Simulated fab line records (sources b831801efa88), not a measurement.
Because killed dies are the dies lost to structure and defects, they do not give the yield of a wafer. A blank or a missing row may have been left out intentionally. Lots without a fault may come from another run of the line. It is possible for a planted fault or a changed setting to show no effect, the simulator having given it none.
One fault seen from 2 desks :: flow gf180mcu :: each desk has only its own numbers; what lay behind them comes last

FROM THE METROLOGY DESK
What the gauges read, lot by lot, whatever tool the lot ran on: means of the sampled wafers that have a number. The brackets show how far a lot's mean lies from the usual mean; more than 4 standard deviations puts the lot out of limits, marked OUT.
Columns: A = VT_IMPLANT_OVL at GF_VT_IMPLANT_OVL_MEAS_07, usual 0.0 nm; B = VT_IMPLANT_2_TW at GF_VT_IMPLANT_TW_MEAS_21, usual 1216
lot: L409
first seen here: day 6 03:28
A: 0.0
B: 1204

lot: L410
first seen here: day 6 10:17
A: -1.0
B: 1214

lot: L411
first seen here: day 6 16:58
A: 0.8
B: 1220

lot: L412
first seen here: day 6 20:34
A: -1.1
B: 1217

lot: L414
first seen here: day 7 12:38
A: 0.7
B: 1224

lot: L415
first seen here: day 7 18:18
A: 0.5
B: 1233

lot: L416
first seen here: day 7 20:52
A: 1.6
B: 1208

lot: L418
first seen here: day 8 13:52
A: -0.4
B: 1207

lot: L419
first seen here: day 8 17:56
A: 0.5
B: 1227

lot: L425
first seen here: day 10 06:31
A: 0.5
B: 1208

lot: L427
first seen here: day 10 20:53
A: -0.9
B: 1221

lot: L428
first seen here: day 11 00:20
A: 0.3
B: 1211

lot: L429
first seen here: day 11 08:09
A: 0.5
B: 1191

lot: L430
first seen here: day 11 15:37
A: -0.2
B: 1227
This desk's verdict: no lot among the 14 shows anything out of limits.

TOOL OWNER'S DESK, rie_diel-01
The tool's own readings at GF_V4_ETCH_17 (etches SiO2 in C4F8/O2/Ar, stops on TiN, target depth 630 nm): means of the sampled wafers that have a number, for each lot that ran on this tool. The brackets show how far a lot's mean lies from the usual mean; more than 4 standard deviations puts the lot out of limits, marked OUT.
Columns: A = oes_product_au at GF_V4_ETCH_17, usual 0.856 a.u.
lot: L410
first seen here: day 25 14:00
A: 0.855

lot: L414
first seen here: day 26 22:00
A: 0.857

lot: L415
first seen here: day 27 09:00
A: 0.857

lot: L416
first seen here: day 27 12:00
A: 0.855

lot: L418
first seen here: day 28 10:00
A: 0.854

lot: L419
first seen here: day 28 13:00
A: 0.856
This desk's verdict: no lot among the 6 shows anything out of limits.

BROUGHT TOGETHER
At the metrology desk, nothing out of limits was observed.
The tool owner's desk saw nothing out of limits.

WHAT THE SIMULATOR HAD INSERTED
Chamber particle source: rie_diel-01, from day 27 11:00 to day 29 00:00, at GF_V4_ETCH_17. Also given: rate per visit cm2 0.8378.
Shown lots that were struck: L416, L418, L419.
